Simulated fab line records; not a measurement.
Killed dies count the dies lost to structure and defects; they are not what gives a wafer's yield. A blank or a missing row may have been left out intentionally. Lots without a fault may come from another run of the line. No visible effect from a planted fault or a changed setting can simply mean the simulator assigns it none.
A struck lot beside a sound one ; flow sky130 ; 16 steps out of a route of 708
Sound: the wafers L862.1, L862.3, L862.4. Struck: wafers L877.2, L877.3, L877.6. The cause is named last.
Per side, at each step with rows, come the tool, then ch with its chambers, and then its first start. Under that, the readings that differ: sound wafers ; struck wafers ; difference of the means ; sigmas: that difference in standard deviations of wafers without a fault.
alike: readings with means less than 2 such deviations apart, plus words and numbers identical on both sides. not compared: withheld readings, readings lacking a value on some wafer, bounds such as >300 that could conceal the same value, and numbers that have no deviation in the record and whose values overlap.
A row with sigmas, a row that says differs or no value, or rows on one side alone: a step with any of these is where the two part. When numbers do not overlap yet have no deviation, they are printed without sigmas and do not part them. A reading missing from all wafers of one side parts the sides only when that side holds two or more wafers.

first, 7 steps without rows for these wafers: SKY_GATE_OXIDE_DEHYDRATE_03 (time 60 s); SKY_GATE_OXIDE_HMDS_04 (prime time 60 s); SKY_GATE_OXIDE_COAT_05 (resist thk 1140 nm); SKY_GATE_OXIDE_SOFTBAKE_06 (time 60 s); SKY_GATE_OXIDE_EXPOSE_07 (exposes mask LVOM, target cd 600 nm); SKY_GATE_OXIDE_PEB_08; SKY_GATE_OXIDE_DEVELOP_09 (develop time 60 s).
SKY_GATE_OXIDE_OVL_MEAS_10:
  sound on overlay-02, day 13 23:10; struck on overlay-02, day 19 13:11
  alike: GATE_OXIDE_OVL
then, 2 steps without rows for these wafers: SKY_GATE_OXIDE_IMPLANT_11; SKY_GATE_OXIDE_WET_ETCH_12 (etches SiO2 in dHF, target depth 16.8 nm, time 336 s).
SKY_GATE_OXIDE_STRIP_13: strips in O2/N2.
  sound on plasmaAsher-04 ch 0,1, day 13 23:28; struck on plasmaAsher-03 ch 0,1, day 19 13:28
  alike: drypumpMotorCurrentA, oesProductAu, stripTimeToEndpointS
  not compared: rfHoursCounterH
SKY_GATE_OXIDE_TW_MEAS_14:
  sound on filmMetro-04, day 13 23:34; struck on filmMetro-01, day 19 13:34
  alike: GATE_OXIDE_TW
SKY_GATE_OXIDE_CLEAN_15: cleans in SC1/SC2, time 150 s.
  sound on wetBench-04 ch 1, day 13 23:37; struck on wetBench-04 ch 0, day 19 13:37
  no value came back on the struck wafers for bathGuardTempC (C), bathHeatDutyPct (%); on the sound wafers bathGuardTempC (C) reads 70.0 70.0 70.3
reading;sound;struck;difference;sigmas
model.SiO2_of_SONOS_ONO_CVD_04.thkNm (nm);4.335 4.346 4.309;5.019 5.045 5.081;+0.718;
SKY_GATE_OXIDE_OXIDATION_16: stabilise 600 s, purge 300 s, target thk 3.57 nm.
  sound on furnace-02 ch 0, day 14 00:25; struck on furnace-01 ch 0, day 19 14:48
reading;sound;struck;difference;sigmas
zonePowerLowerPct (%);12.8 12.5 12.7;14.9 14.6 14.8;+2.1;+2
model.SiO2_of_GATE_OXIDE_OXIDATION_01.thkNm (nm);11.27 11.23 11.35;11.91 12.1 12.11;+0.76;
then, 1 step without rows for these wafers: SKY_POLY_GATE_CVD_00 (deposits poly-Si, target thk 180 nm, time 720 s).
-- a jump in the record: the struck wafers' starts before and after are 31 days apart (it breaks off in module POLY_GATE and resumes in module PAD_OPEN, where the first step shown is number 708 of the route) --
SKY_PAD_OPEN_PROBE_99:
  sound on prober-02, day 45 14:23; struck on prober-01, day 50 10:17
reading;sound;struck;difference;sigmas
model.etest.sonosErased.driveUaUm;178.2 153.8 176.9;117.7 137 148.7;-35.2;
model.etest.sonosUncharged.rOnOhmUm;806.8 813.9 807.2;833 850.3 836.5;+31;
model.etest.capThinOxide.gateLog10ACm2;-7.38 -7.284 -7.36;-5.373 -5.7 -5.593;+1.786;
model.etest.capThinOxide.gateBvV (V);6.986 7.048 7.127;5.766 5.934 5.968;-1.164;
model.etest.capOno.gateLog10ACm2;-8.328 -8.221 -8.131;-8.81 -8.887 -8.985;-0.67;
model.etest.capOno.gateBvV (V);16.86 16.42 16.88;17.77 17.06 17.12;+0.60;
model.etest.capOno.toxAccNm (nm);13.17 13.18 13.17;13.59 13.68 13.72;+0.49;
model.etest.sonosProgrammed.vtV (V);1.278 1.348 1.282;1.018 0.9632 0.9868;-0.313;
  alike: killed_at_M0_to_M3, killed_at_M4_up, killedAtContacts, killedAtFrontEnd, killedAtOther, killedDies, killedOpen, killedShort

WHERE THEY PART
First at SKY_GATE_OXIDE_CLEAN_15; last, within this record, at SKY_GATE_OXIDE_OXIDATION_16. Later steps at which nothing parts them and some readings are alike: SKY_PAD_OPEN_PROBE_99.

WHY: whatever the simulator had introduced
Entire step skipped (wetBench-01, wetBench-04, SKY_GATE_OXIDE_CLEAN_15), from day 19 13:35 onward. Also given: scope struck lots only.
